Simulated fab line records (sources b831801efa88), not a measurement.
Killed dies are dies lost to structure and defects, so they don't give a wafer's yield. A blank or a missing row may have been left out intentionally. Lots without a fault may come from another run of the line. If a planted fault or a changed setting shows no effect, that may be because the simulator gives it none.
fab line records	flow sky130
record: lots: 5	wafers: 15	last-day: 50
route steps=708 shown VIA4@649 METAL5@661 PASSIVATION@681 PAD_OPEN@708
lots that met no fault: from a run of the same line without faults
start-h: start of the lot's first displayed wafer, in hours after the record's first day	wait-h: hours from the lot's prior step to this one	" identical to the entry in the row above	L1.1+2: several wafers, shown together as one row	- no value, or no start given	* or withheld: withheld	< > ~ a bound
route shown NAME@n: names a module that has steps shown in the file, with the first one's number in the route	usual: mean/standard deviation of fault-free wafers	same: alike in all rows	chamber/n: place in a boat	sites: per-site readings	_std_site: standard deviation across them	_edge_site: the outer-site mean with the inner-site mean subtracted	radius-mm: how far each site lies from the wafer's centre	mask NAME#n: copy n	behind: tool/chamber where the wafer was last shaped	hold: what put the lot on hold/how long, in hours/how the hold closed	device: names the non-switching transistor (n, p or np)	end of line: the tests these same wafers got at the end of their route	a step without rows: its recipe alone	killed: dies lost to structure and defects at the first sort, not the wafer's yield	map: dies across one wafer; x = killed, . = not, _ = none there
set.NAME: the setting that was run; set.NAME@STEP: the one run at that earlier step	model.NAME: the simulator's own value behind a step, which no gauge read
lots at selected steps of the route; one table per step, one row per wafer
services: a tool's chamber out of use, with start hour (start-h, from the record's first day; less than 0 if before it), hours out, and reason
== steps ==
step: SKY_VIA4_DEVELOP_10
recipe: resist: NOVOLAK	developer: TMAH	develop-time-s: 60	dev-temp-c: 23
step: SKY_VIA4_OVL_MEAS_11
usual: VIA4_OVL: 0.2/1.7
lot.wafer	tool	chamber	start-h	wait-h	VIA4_OVL[nm]
L969.1	overlay-01	-	1035.59	0.1	-1.2
L969.4	"	-	"	"	0.4
L969.6	"	-	"	"	-0.9
L971.1	overlay-02	-	1042.47	0.1	1.2
L971.4	"	-	"	"	0.1
L971.5	"	-	"	"	1.0
L976.3	overlay-01	-	1076.50	0.1	-1.2
L976.4	"	-	"	"	-1.2
L976.6	"	-	"	"	-2.7
L983.3	overlay-01	-	1120.10	0.1	-2.8
L983.4	"	-	"	"	-0.7
L983.5	"	-	"	"	-2.3
L988.1	overlay-02	-	1153.93	0.1	-0.2
L988.2	"	-	"	"	0.7
L988.6	"	-	"	"	1.4
step: SKY_VIA4_ETCH_12
recipe: target: SiO2	chemistry: C4F8/O2/Ar	stop-on: TiN	mask-material: NOVOLAK	source-w: 1500	bias-w: 1200	pressure-mtorr: 40	c4f8-flow-sccm: withheld	O2_flow_sccm: 6	Ar_flow_sccm: 300	time-s: withheld	target-depth-a: 5800
usual: oes-product-au: 0.925/0.0046
lot.wafer	tool	chamber	start-h	wait-h	oes-product-au
L969.1	rie-diel-02	1	1035.62	0.0	0.932
L969.4	"	1	"	"	0.921
L969.6	"	2	"	"	0.932
L971.1	rie-diel-03	3	1042.51	0.0	0.920
L971.4	"	0	"	"	0.934
L971.5	"	0	"	"	0.926
L976.3	rie-diel-02	3	1076.52	0.0	0.927
L976.4	"	1	"	"	0.921
L976.6	"	1	"	"	0.917
L983.3	rie-diel-03	2	1120.13	0.0	0.937
L983.4	"	3	"	"	0.924
L983.5	"	1	"	"	0.924
L988.1	rie-diel-03	2	1153.96	0.0	0.916
L988.2	"	0	"	"	0.933
L988.6	"	0	"	"	0.930
step: SKY_VIA4_STRIP_13
recipe: chemistry: O2/N2	power-w: 1400	pressure-mtorr: 1500	platen-temp-c: withheld	o2-flow-sccm: 3000	n2-flow-sccm: 300	overash-fraction: 0.5
usual: drypump-motor-current-A: 5.4/0.35	o2-flow-sccm: 3000/9.1	oes-product-au: 0.709/0.0045	strip-time-to-endpoint-s: 12.802/0.026
lot.wafer	tool	chamber	start-h	wait-h	drypump-motor-current-A	o2-flow-sccm	oes-product-au	rf-hours-counter-h	strip-time-to-endpoint-s
L969.1	plasma-asher-04	1	1035.70	-	4.9	3012	0.714	121	12.793
L969.4	"	0	"	"	5.4	2999	0.700	-	12.796
L969.6	"	0	"	"	5.5	2996	0.715	-	12.749
L971.1	plasma-asher-04	0	1042.58	-	5.5	2981	0.707	122	12.839
L971.4	"	1	"	"	4.9	2995	0.705	-	12.837
L971.5	"	1	"	"	4.9	2995	0.710	-	12.805
L976.3	plasma-asher-01	1	1076.63	-	5.9	3003	0.714	-	12.785
L976.4	"	0	"	"	6.0	3006	0.715	-	12.783
L976.6	"	0	"	"	6.1	2996	0.706	-	12.847
L983.3	plasma-asher-01	1	1120.23	-	5.9	2989	0.702	-	12.796
L983.4	"	0	"	"	6.1	2996	0.709	-	12.828
L983.5	"	0	"	"	6.0	2987	0.714	-	12.801
L988.1	plasma-asher-02	1	1154.03	-	5.3	3014	0.712	41	12.810
L988.2	"	0	"	"	5.3	3000	0.712	41	12.778
L988.6	"	0	"	"	5.3	2995	0.713	-	12.762
step: SKY_VIA4_STRIP_14
recipe: chemistry: post-etch-residue-remover	time-s: 1200	temp-c: 72.5
step: SKY_VIA4_CLEAN_15
recipe: chemistry: IPA	time-s: 180	temp-c: 25
step: SKY_VIA4_CLEAN_16
recipe: chemistry: O3/DIW	dry: n2-spin
step: SKY_VIA4_SPUTTER_17
recipe: material: TiN	target-thk-nm: 20	chamber-pressure-pa: 5	power-w: 4000	time-s: 80
step: SKY_VIA4_CVD_18
recipe: material: W	target-thk-nm: 505	time-s: 152.14	temp-c: 400	pressure-torr: 40
step: SKY_VIA4_RS_MEAS_19
recipe: thk-meas-gauge: four-point-probe	reads: W_of_VIA4_CVD_18+TiN_of_VIA4_SPUTTER_17
usual: VIA4_W_RS: 0.2254/0.0025
lot.wafer	tool	chamber	start-h	wait-h	VIA4_W_RS[ohm/sq]
L969.1	film-metro-02	-	1036.50	0.1	0.2261
L969.4	"	-	"	"	0.2232
L969.6	"	-	"	"	0.2268
L971.1	film-metro-02	-	1043.39	0.1	0.2253
L971.4	"	-	"	"	0.2255
L971.5	"	-	"	"	0.2310
L976.3	film-metro-02	-	1077.45	0.1	0.2227
L976.4	"	-	"	"	0.2218
L976.6	"	-	"	"	0.2238
L983.3	film-metro-02	-	1121.05	0.1	0.2236
L983.4	"	-	"	"	0.2233
L983.5	"	-	"	"	0.2246
L988.1	film-metro-02	-	1154.84	0.1	0.2214
L988.2	"	-	"	"	0.2216
L988.6	"	-	"	"	0.2223
step: SKY_VIA4_THK_MEAS_20
recipe: thk-meas-gauge: xrf	reads: W_of_VIA4_CVD_18
usual: VIA4_W_THK: 514/12
lot.wafer	tool	chamber	start-h	wait-h	VIA4_W_THK[nm]
L969.1	film-metro-02	-	1036.62	0.1	510
L969.4	"	-	"	"	517
L969.6	"	-	"	"	509
L971.1	film-metro-02	-	1043.51	0.1	512
L971.4	"	-	"	"	511
L971.5	"	-	"	"	497
L976.3	film-metro-02	-	1077.55	0.1	534
L976.4	"	-	"	"	535
L976.6	"	-	"	"	531
L983.3	film-metro-02	-	1121.15	0.1	533
L983.4	"	-	"	"	530
L983.5	"	-	"	"	527
L988.1	film-metro-02	-	1154.96	0.1	535
L988.2	"	-	"	"	535
L988.6	"	-	"	"	536
step: SKY_VIA4_CMP_21
recipe: stop-on: SiO2	t-overpolish-s: 25	down-force-psi: 3.5	platen-rpm: 60	target-thk-nm: 0	pad-velocity-m-s: 0.94248
usual: motor-current-A: 11.2/0.83	overpolish-run-s: 24.999/0.009	retaining-ring-pressure-frac: 1.000/0.0056	time-to-endpoint-s: 123.1/3
lot.wafer	tool	chamber	start-h	wait-h	motor-current-A	overpolish-run-s	retaining-ring-pressure-frac	time-to-endpoint-s
L969.4	cmp-02	0	1036.68	0.0	9.9	25.016	0.999	127.3
L969.1	"	1	"	"	11.6	24.987	0.999	125.6
L969.6	"	0	"	"	9.8	25.005	0.991	125.7
L971.4	cmp-01	3	1044.68	1.1	11.7	25.000	1.005	122.8
L971.1	"	0	"	"	10.5	25.001	1.005	119.7
L971.5	"	2	"	"	10.7	25.000	0.997	122.7
L976.4	cmp-02	3	1077.64	0.1	11.3	24.987	0.998	122.9
L976.3	"	1	"	"	11.3	25.017	1.004	121.5
L976.6	"	2	"	"	11.8	24.998	0.989	120.3
L983.3	cmp-01	2	1121.29	0.1	10.6	24.993	0.999	124.6
L983.4	"	3	"	"	12.5	25.005	0.999	122.1
L983.5	"	1	"	"	12.1	25.013	0.998	117.1
L988.1	cmp-02	3	1155.02	0.1	12.0	25.003	0.995	122.9
L988.2	"	0	"	"	9.6	24.991	0.999	125.7
L988.6	"	0	"	"	9.4	24.989	1.002	122.8
step: SKY_METAL5_SPUTTER_00
recipe: material: Ti	target-thk-nm: 15	power-w: 3000	time-s: 10	chamber-pressure-pa: 0.4
usual: throttle-valve-pct: 29.4/1.5
lot.wafer	tool	chamber	start-h	wait-h	throttle-valve-pct
L969.1	pvd-sputter-04	-	1036.98	0.2	31.2
L969.4	"	-	"	"	28.5
L969.6	"	-	"	"	30.9
L971.1	pvd-sputter-02	-	1044.88	0.1	31.6
L971.4	"	-	"	"	28.7
L971.5	"	-	"	"	26.6
L976.3	pvd-sputter-02	-	1077.89	0.1	28.8
L976.4	"	-	"	"	31.4
L976.6	"	-	"	"	28.6
L983.3	pvd-sputter-04	-	1121.49	0.1	29.5
L983.4	"	-	"	"	30.8
L983.5	"	-	"	"	28.9
L988.1	pvd-sputter-03	-	1155.32	0.2	28.8
L988.2	"	-	"	"	27.7
L988.6	"	-	"	"	30.2
step: SKY_METAL5_SPUTTER_01
recipe: material: TiN	target-thk-nm: 20	power-w: 6500	time-s: 16.7	chamber-pressure-pa: 0.4
step: SKY_METAL5_SPUTTER_02
recipe: material: AlCu	target-thk-nm: 1150	power-w: 10600	time-s: 61.2	chamber-pressure-pa: 0.4
usual: throttle-valve-pct: 29.4/1.5
lot.wafer	tool	chamber	start-h	wait-h	throttle-valve-pct
L969.1	pvd-sputter-04	-	1037.03	0.0	30.9
L969.4	"	-	"	"	28.8
L969.6	"	-	"	"	31.1
L971.1	pvd-sputter-02	-	1044.93	0.0	31.2
L971.4	"	-	"	"	28.5
L971.5	"	-	"	"	26.3
L976.3	pvd-sputter-02	-	1077.94	0.0	28.8
L976.4	"	-	"	"	31.2
L976.6	"	-	"	"	28.6
L983.3	pvd-sputter-04	-	1121.54	0.0	29.5
L983.4	"	-	"	"	30.9
L983.5	"	-	"	"	28.6
L988.1	pvd-sputter-03	-	1155.37	0.0	28.9
L988.2	"	-	"	"	27.6
L988.6	"	-	"	"	30.3
step: SKY_METAL5_SPUTTER_03
recipe: material: Ti	target-thk-nm: 5	power-w: 3000	time-s: 3.3	chamber-pressure-pa: 0.4
step: SKY_METAL5_SPUTTER_04
recipe: material: TiN	target-thk-nm: 70	power-w: 6500	time-s: 58.3	chamber-pressure-pa: 0.4
step: SKY_METAL5_RS_MEAS_05
recipe: thk-meas-gauge: four-point-probe	reads: TiN_of_METAL5_SPUTTER_04+Ti_of_METAL5_SPUTTER_03+AlCu_of_METAL5_SPUTTER_02+TiN_of_METAL5_SPUTTER_01+Ti_of_METAL5_SPUTTER_00
usual: METAL5_ALCU_RS: 0.0270/0.00031
lot.wafer	tool	chamber	start-h	wait-h	METAL5_ALCU_RS[ohm/sq]
L969.1	film-metro-04	-	1037.16	0.0	0.0268
L969.4	"	-	"	"	0.0269
L969.6	"	-	"	"	0.0270
L971.1	film-metro-02	-	1045.05	0.0	0.0274
L971.4	"	-	"	"	0.0273
L971.5	"	-	"	"	0.0275
L976.3	film-metro-02	-	1078.09	0.1	0.0272
L976.4	"	-	"	"	0.0275
L976.6	"	-	"	"	0.0272
L983.3	film-metro-04	-	1121.69	0.1	0.0271
L983.4	"	-	"	"	0.0272
L983.5	"	-	"	"	0.0269
L988.1	film-metro-02	-	1155.49	0.0	0.0266
L988.2	"	-	"	"	0.0269
L988.6	"	-	"	"	0.0269
step: SKY_METAL5_THK_MEAS_06
recipe: thk-meas-gauge: xrf	reads: AlCu_of_METAL5_SPUTTER_02
usual: METAL5_ALCU_THK: 1158/15
lot.wafer	tool	chamber	start-h	wait-h	METAL5_ALCU_THK[nm]
L969.1	film-metro-04	-	1037.28	0.1	1184
L969.4	"	-	"	"	1172
L969.6	"	-	"	"	1168
L971.1	film-metro-02	-	1045.17	0.1	1135
L971.4	"	-	"	"	1137
L971.5	"	-	"	"	1132
L976.3	film-metro-02	-	1078.19	0.1	1149
L976.4	"	-	"	"	1134
L976.6	"	-	"	"	1156
L983.3	film-metro-04	-	1121.79	0.1	1164
L983.4	"	-	"	"	1160
L983.5	"	-	"	"	1174
L988.1	film-metro-02	-	1155.61	0.1	1170
L988.2	"	-	"	"	1158
L988.6	"	-	"	"	1151
step: SKY_METAL5_DEHYDRATE_07
recipe: temp-c: 200	time-s: 60
step: SKY_METAL5_HMDS_08
recipe: prime-time-s: 60	prime-temp-c: 120
step: SKY_METAL5_COAT_09
recipe: resist: NOVOLAK	spin-rpm: 3000	resist-thk-nm: 1800
step: SKY_METAL5_SOFTBAKE_10
recipe: temp-c: 90	time-s: 60	resist: NOVOLAK
step: SKY_METAL5_EXPOSE_11
recipe: mask-id: MM5	na: 0.6	source-shape: conventional	sigma-outer: 0.6	polarization: unpolarized	target-cd-nm: 1600	dose-mj: 190
step: SKY_METAL5_PEB_12
recipe: temp-c: withheld	time-s: *	resist: NOVOLAK
step: SKY_METAL5_DEVELOP_13
recipe: resist: NOVOLAK	developer: TMAH	develop-time-s: 60	dev-temp-c: 23
step: SKY_METAL5_DESCUM_14
recipe: chemistry: O2	source-power-w: 150	bias-power-w: 0	pressure-mtorr: 10	temp-c: 40	time-s: 11
step: SKY_METAL5_METAL_ETCH_15
recipe: target-depth-a: 12600	stop-on: SiO2	over-etch-frac: 0.2	time-s: 252	chemistry: Cl2/BCl3	resist-sidewall-deg: 86	pressure-mtorr: 10	icp-w: 900	bias-w: 48.5	Cl2_flow_sccm: 60	bcl3-flow-sccm: 30
step: SKY_METAL5_STRIP_16
recipe: chemistry: O2/N2	power-w: 1400	pressure-mtorr: 1500	platen-temp-c: withheld	o2-flow-sccm: 3000	n2-flow-sccm: 300	overash-fraction: 0.5
step: SKY_METAL5_STRIP_17
recipe: chemistry: post-etch-residue-remover	time-s: 1200	temp-c: 72.5
step: SKY_METAL5_CLEAN_18
recipe: chemistry: IPA	time-s: 180	temp-c: 25
step: SKY_METAL5_CLEAN_19
recipe: chemistry: O3/DIW	dry: n2-spin
step: SKY_PASSIVATION_CVD_00
recipe: material: SiO2	target-thk-nm: 90	temp-c: 400	time-s: withheld	rf-w: 600
step: SKY_PASSIVATION_THK_MEAS_01
recipe: reads: SiO2_of_PASSIVATION_CVD_00
usual: PASSIVATION_CVD_00_THK: 89.5/1
lot.wafer	tool	chamber	start-h	wait-h	PASSIVATION_CVD_00_THK[nm]
L969.1	film-metro-04	-	1060.02	-	89.2
L969.4	"	-	"	"	90.1
L969.6	"	-	"	"	89.8
L971.1	film-metro-04	-	1066.39	-	88.4
L971.4	"	-	"	"	89.8
L971.5	"	-	"	"	90.3
L976.3	film-metro-04	-	1099.48	-	88.1
L976.4	"	-	"	"	90.7
L976.6	"	-	"	"	89.2
L983.3	film-metro-01	-	1141.41	-	89.2
L983.4	"	-	"	"	91.0
L983.5	"	-	"	"	91.4
L988.1	film-metro-01	-	1173.32	-	89.8
L988.2	"	-	"	"	89.1
L988.6	"	-	"	"	90.1
step: SKY_PASSIVATION_CVD_02
recipe: material: Si3N4	target-thk-nm: 540	temp-c: 400	time-s: withheld	rf-w: 450
usual: heater-power-w: 747/130
lot.wafer	tool	chamber	start-h	wait-h	heater-power-w
L969.1	pecvd-03	0	1060.08	0.1	906
L969.4	"	1	"	"	905
L969.6	"	0	"	"	721
L971.1	pecvd-03	2	1066.45	0.1	583
L971.4	"	1	"	"	840
L971.5	"	0	"	"	838
L976.3	pecvd-03	1	1099.52	0.0	881
L976.4	"	0	"	"	815
L976.6	"	2	"	"	557
L983.3	pecvd-03	1	1141.45	0.0	887
L983.4	"	1	"	"	887
L983.5	"	0	"	"	884
L988.1	pecvd-03	2	1173.38	0.1	544
L988.2	"	1	"	"	868
L988.6	"	2	"	"	546
step: SKY_PASSIVATION_THK_MEAS_03
recipe: reads: Si3N4_of_PASSIVATION_CVD_02
usual: PASSIVATION_CVD_02_THK: 539/6.5
lot.wafer	tool	chamber	start-h	wait-h	PASSIVATION_CVD_02_THK[nm]
L969.1	film-metro-04	-	1060.31	-	546
L969.4	"	-	"	"	548
L969.6	"	-	"	"	552
L971.1	film-metro-04	-	1066.68	-	543
L971.4	"	-	"	"	546
L971.5	"	-	"	"	543
L976.3	film-metro-04	-	1099.77	-	536
L976.4	"	-	"	"	541
L976.6	"	-	"	"	541
L983.3	film-metro-04	-	1141.70	-	533
L983.4	"	-	"	"	540
L983.5	"	-	"	"	546
L988.1	film-metro-03	-	1173.61	-	535
L988.2	"	-	"	"	531
L988.6	"	-	"	"	543
step: SKY_PASSIVATION_DEHYDRATE_04
recipe: temp-c: 200	time-s: 60
step: SKY_PASSIVATION_HMDS_05
recipe: prime-time-s: 60	prime-temp-c: 120
step: SKY_PASSIVATION_COAT_06
recipe: spin-rpm: 2000	resist-thk-nm: 3000
step: SKY_PASSIVATION_SOFTBAKE_07
recipe: temp-c: 110	time-s: withheld
step: SKY_PASSIVATION_EXPOSE_08
recipe: mask-id: NSM	target-cd-nm: 3000	na: 0.57	dose-mj: 260
step: SKY_PASSIVATION_PEB_09
recipe: temp-c: 115	time-s: withheld
step: SKY_PAD_OPEN_PROBE_99
usual: defect-limited-yield: 82.7/2.1	killed_at_M0_to_M3: 43/7.2	killed_at_M4_up: 3.0/1.7	killed-at-contacts: 24/5.3	killed-at-front-end: 15/4.6	killed-at-other: 0.3/0.5	killed-dies: 85/10	killed-open: 46/7.2	killed-short: 39/6.4	sort_bin_3_pad_short: 0.9/0.42	sort_bin_5_function: 10.2/1.6	sort_bin_6_memory: 6.2/1	sort-n-pass: 407/10	sort-yield-pct: 82.7/2.1
same: gross-dies: 492	killed-at-back-side: 0	sort_bin_4_leakage[%]: 0	sort_bin_8_speed[%]: 0
lot.wafer	tool	chamber	start-h	wait-h	defect-limited-yield[%]	killed_at_M0_to_M3	killed_at_M4_up	killed-at-contacts	killed-at-front-end	killed-at-other	killed-dies	killed-open	killed-short	sort_bin_3_pad_short[%]	sort_bin_5_function[%]	sort_bin_6_memory[%]	sort-n-pass	sort-yield-pct[%]	model.etest.tester.sort-n-pass	model.etest.tester.sort-yield-pct	model.etest.tester.sort_bin_5_pct	model.etest.tester.sort_bin_3_pct
L969.1	prober-02	-	1104.58	0.1	84.3	35	1	24	17	0	77	42	35	0.8	9.6	5.3	415	84.3	415	84.35	9.553	0.813
L969.4	prober-02	-	1104.73	0.2	78.3	49	4	32	22	0	107	51	56	1.6	13.6	6.5	385	78.3	385	78.25	13.62	1.626
L969.6	prober-02	-	1104.83	0.2	82.7	38	3	24	20	0	85	42	43	1.0	9.6	6.7	407	82.7	407	82.72	9.553	1.016
L971.1	prober-02	-	1109.74	0.1	82.9	34	2	27	20	1	84	53	31	0.4	11.2	5.5	408	82.9	408	82.93	11.18	0.4065
L971.4	prober-02	-	1109.89	0.2	81.3	37	3	34	18	0	92	51	41	0.6	11.6	6.5	400	81.3	400	81.3	11.59	0.6098
L971.5	prober-02	-	1109.94	0.2	81.9	37	6	31	14	1	89	48	41	0.4	12.0	5.7	403	81.9	403	81.91	11.99	0.4065
L976.3	prober-01	-	1140.59	0.2	74.2	26	70	18	13	0	127	31	28	5.7	14.4	5.7	365	74.2	365	74.19	14.43	5.691
L976.6	prober-01	-	1140.74	0.2	73.8	28	64	19	17	1	129	40	27	3.0	16.1	7.1	363	73.8	363	73.78	16.06	3.049
L983.4	prober-02	-	1179.38	0.2	79.3	53	5	32	12	0	102	55	47	1.8	12.4	6.5	390	79.3	390	79.27	12.4	1.829
L988.1	prober-01	-	1207.35	0.1	81.7	40	4	32	14	0	90	57	33	1.4	11.8	5.1	402	81.7	402	81.71	11.79	1.423
L988.2	prober-01	-	1207.40	0.1	83.7	35	0	27	17	1	80	51	29	0.4	10.4	5.5	412	83.7	412	83.74	10.37	0.4065
L988.6	prober-01	-	1207.60	0.2	82.3	46	4	27	10	0	87	43	44	0.6	10.6	6.5	405	82.3	405	82.32	10.57	0.6098
killed by level:class
L969.1 VIA1:geometric-particle:open=9 CONTACT:geometric-particle:open=8 VIA3:geometric-particle:open=6 LI_CONTACT:geometric-particle:open=6 POLY_GATE:geometric-particle:short=5 CONTACT:geometric-particle:short=5 METAL1:geometric-particle:short=5 FIELD_ISO:geometric-particle:open=4
L969.4 VIA1:geometric-particle:open=15 CONTACT:geometric-particle:open=11 CONTACT:geometric-particle:short=9 POLY_GATE:geometric-particle:short=8 POLY_GATE:geometric-particle:open=7 METAL1:geometric-particle:short=7 METAL2:geometric-particle:short=7 LI_CONTACT:geometric-particle:open=5
L969.6 CONTACT:geometric-particle:open=11 VIA1:geometric-particle:open=7 POLY_GATE:geometric-particle:open=6 CONTACT:geometric-particle:short=6 METAL1:geometric-particle:short=6 FIELD_ISO:geometric-particle:short=5 LI_CONTACT:geometric-particle:open=5 METAL2:geometric-particle:short=5
L971.1 CONTACT:geometric-particle:open=15 VIA1:geometric-particle:open=8 LI_CONTACT:geometric-particle:open=6 VIA3:geometric-particle:open=6 FIELD_ISO:geometric-particle:open=4 POLY_GATE:geometric-particle:open=4 POLY_GATE:geometric-particle:short=4 VIA2:geometric-particle:open=4
L971.4 CONTACT:geometric-particle:short=13 CONTACT:geometric-particle:open=13 VIA1:geometric-particle:open=8 VIA2:geometric-particle:open=8 METAL1:geometric-particle:short=7 VIA3:geometric-particle:open=6 POLY_GATE:geometric-particle:short=5 POLY_GATE:geometric-particle:open=5
L971.5 CONTACT:geometric-particle:open=12 LI_CONTACT:geometric-particle:open=11 VIA1:geometric-particle:open=11 FIELD_ISO:geometric-particle:short=6 VIA1:geometric-particle:short=6 METAL2:geometric-particle:short=6 VIA2:geometric-particle:open=5 METAL4:geometric-particle:short=4
L976.3 METAL5:unspecified=68 VIA2:geometric-particle:open=6 LI_CONTACT:geometric-particle:open=6 FIELD_ISO:geometric-particle:short=5 CONTACT:geometric-particle:open=4 CONTACT:geometric-particle:short=4 FIELD_ISO:geometric-particle:open=3 METAL3:geometric-particle:open=3
L976.6 METAL5:unspecified=62 CONTACT:geometric-particle:open=10 VIA1:geometric-particle:open=9 POLY_GATE:geometric-particle:open=5 LI_CONTACT:geometric-particle:open=5 METAL1:geometric-particle:short=5 FIELD_ISO:geometric-particle:short=4 VIA3:geometric-particle:open=4
L983.4 METAL2:geometric-particle:short=12 LI_CONTACT:geometric-particle:open=11 VIA1:geometric-particle:open=11 VIA2:geometric-particle:open=7 CONTACT:geometric-particle:short=7 CONTACT:geometric-particle:open=7 VIA3:geometric-particle:open=7 VIA1:geometric-particle:short=5
L988.1 CONTACT:geometric-particle:open=14 VIA1:geometric-particle:open=10 LI_CONTACT:geometric-particle:open=10 VIA2:geometric-particle:open=9 METAL1:geometric-particle:short=6 CONTACT:geometric-particle:short=5 VIA3:geometric-particle:open=5 FIELD_ISO:geometric-particle:open=4
L988.2 VIA1:geometric-particle:open=13 CONTACT:geometric-particle:open=9 LI_CONTACT:geometric-particle:open=8 POLY_GATE:geometric-particle:open=6 VIA2:geometric-particle:open=6 CONTACT:geometric-particle:short=5 VIA1:geometric-particle:short=4 FIELD_ISO:geometric-particle:open=3
L988.6 CONTACT:geometric-particle:open=8 METAL1:geometric-particle:short=8 LI_CONTACT:geometric-particle:open=6 METAL2:geometric-particle:short=6 CONTACT:geometric-particle:short=5 METAL1:geometric-particle:open=5 VIA3:geometric-particle:open=5 LI_CONTACT:geometric-particle:short=4
map L976.6 (x killed, . not)
__________.x..x....._________
________..........x.x._______
______.x...x...x........_____
_____...x....x...........____
____....x.x...............___
___..x.x.......x..xxx......__
__..........x.xx.x.xxx.....x_
_xx....xx.x..xxxxxxxxxxx...xx
_.........xx.xxxxxxxxxx......
_..........x.xxxxxxxxxx......
_.x.xx.......xxxxxxxxxx......
_.x......x....xxxxxxxx..x..x.
_....x.........xxxxxxx..x..xx
_.......x.......xxx...x......
_......x...x...........x.....
__..x..x...x.x.............._
___....x...x....xx.........__
____.........x.x....x.....___
_____............xx......____
______...........x......_____
________........x.x..._______
__________.x...x.x.._________
map L971.4 (x killed, . not)
__________...x..x..._________
________....xx......x._______
______...x..........x..._____
_____....x......x.....x..____
____..........x.........x.___
___x...x...x..x.....x......__
__.....x...........x.....x.._
_...xx......xx...............
_x.x...xx..........x.xx.x..x.
_....x.........xx....xx..x.x.
_.x.....................x....
_xx..x..xx.............x.....
_...x.......x.xx......xx.....
_.x........x....xxx...x......
_......x......xx............x
__...........x....xx..x....._
___......x..x...x......xx..__
____...xx...............xx___
_____.x...x....x.........____
______x.x..............x_____
________.x.xx.x.xx...._______
__________.xx.....x._________
== services ==
tool	chamber	start-h	hours	kind
pvd-sputter-02	-	1020.75	3.3	repair
rie-diel-03	3	1030.95	9.2	repair
cmp-01	-	1031.71	1.4	repair
rie-diel-03	-	1033.61	2.8	pm
rie-diel-02	0	1033.87	9.7	repair
cmp-01	-	1034.62	1.0	repair
cmp-02	-	1039.80	12.7	pm
plasma-asher-04	-	1055.25	9.0	pm
pvd-sputter-03	-	1057.02	1.9	repair
rie-diel-03	-	1061.16	0.3	repair
plasma-asher-04	-	1071.03	4.0	repair
cmp-02	-	1084.11	4.0	pm
pvd-sputter-02	-	1091.59	0.9	repair
rie-diel-02	2	1092.19	4.5	repair
plasma-asher-04	-	1092.80	2.9	repair
rie-diel-02	-	1127.93	28.1	pm
rie-diel-03	3	1133.01	26.6	repair
cmp-01	-	1137.48	0.6	repair
cmp-02	-	1142.17	1.9	repair
cmp-01	-	1143.10	0.6	repair
rie-diel-03	2	1144.55	3.7	repair
cmp-02	-	1159.88	2.3	repair
pvd-sputter-02	-	1165.36	2.9	repair
rie-diel-03	1	1168.22	10.4	repair
== key ==
first-sign: step: SKY_PAD_OPEN_PROBE_99	reading: killed_at_M4_up	direction: up	sigmas: 37	usual: 3.0	struck: 67
effect: step: SKY_PAD_OPEN_PROBE_99	reading: sort_bin_3_pad_short	direction: up	sigmas: 8.2	usual: 0.9	struck: 4.4
model-effect: step: SKY_PAD_OPEN_PROBE_99	value: etest.tester.sort-n-pass	without: 424.5	struck: 364
met-at SKY_METAL5_SPUTTER_00
struck-wafers L976.3,L976.6
onset-between 1044.88 1077.89
fault: kind: chamber-particle-source	tool: pvd-sputter-02	chamber: -	onset-h: 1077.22	steps: SKY_METAL5_SPUTTER_00	rate-per-visit-cm2: 1.5564	end-h: 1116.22	scope: struck-wafers-only
